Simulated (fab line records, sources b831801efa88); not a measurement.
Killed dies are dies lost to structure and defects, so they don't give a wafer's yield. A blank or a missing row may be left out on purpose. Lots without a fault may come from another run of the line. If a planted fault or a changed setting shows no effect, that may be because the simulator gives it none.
2 desks looking at one fault ; flow gf180mcu ; every desk sees just its own numbers, and what lay behind them comes last

== METROLOGY DESK ==
What the gauges read for every lot (on any tool): the sampled wafers with a number, averaged. Any lot whose mean is over 4 standard deviations away from the usual mean is out of limits and marked OUT; that distance is given in the brackets.
Columns: A = V1_W_RS at GF_V1_RS_MEAS_24, usual 0.331 ohm/sq; B = V1_W_THK at GF_V1_THK_MEAS_25, usual 349 nm
lot;first seen here;A;B
L912;day 19 05:47;0.330;349
L920;day 21 21:55;0.332;350
L927;day 24 11:31;0.338;338
L931;day 25 14:07;0.336;346
L932;day 25 19:23;0.327;346
Result from this desk: across the 5 lots, nothing is out of limits.

== FOR THE TOOL OWNER'S DESK: pvd-sputter-02 ==
The tool's own readings at GF_M2_SPUTTER_01 (material TiN, target thk 30 nm, time 25 s): means of the sampled wafers that have a number, for each lot that ran on this tool. Any lot whose mean is over 4 standard deviations away from the usual mean is out of limits and marked OUT; that distance is given in the brackets.
Columns: A = cathode-dc-power-W at GF_M2_SPUTTER_01, usual 6499.9 W; B = throttle-valve-pct at GF_M2_SPUTTER_01, usual 30.3 %
lot;first seen here;A;B
L920;day 21 22:26;6837.4 (+99 or more) OUT;30.4
L931;day 25 14:41;6498.5;30.4
Finding of this desk: L920 out of limits; the first was L920 at day 21 22:26, on cathode-dc-power-W at GF_M2_SPUTTER_01. L931: within limits.

== BROUGHT TOGETHER ==
An alarm could have come from the tool owner's desk at day 21 22:26, on L920.
Metrology desk: nothing out of limits seen.
The metrology desk has L920 on record, within its limits.
GF_M2_SPUTTER_01 was run on pvd-sputter-02 by each of the lots named.

== WHAT THE SIMULATOR HAD INSERTED ==
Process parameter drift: pvd-sputter-02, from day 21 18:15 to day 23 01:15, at GF_M2_SPUTTER_01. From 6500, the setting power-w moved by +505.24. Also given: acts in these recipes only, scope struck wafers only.
Struck lots among those shown: L920.
Time in hours from fault onset to the first out-of-limits reading at each desk: the tool owner's desk, 4.
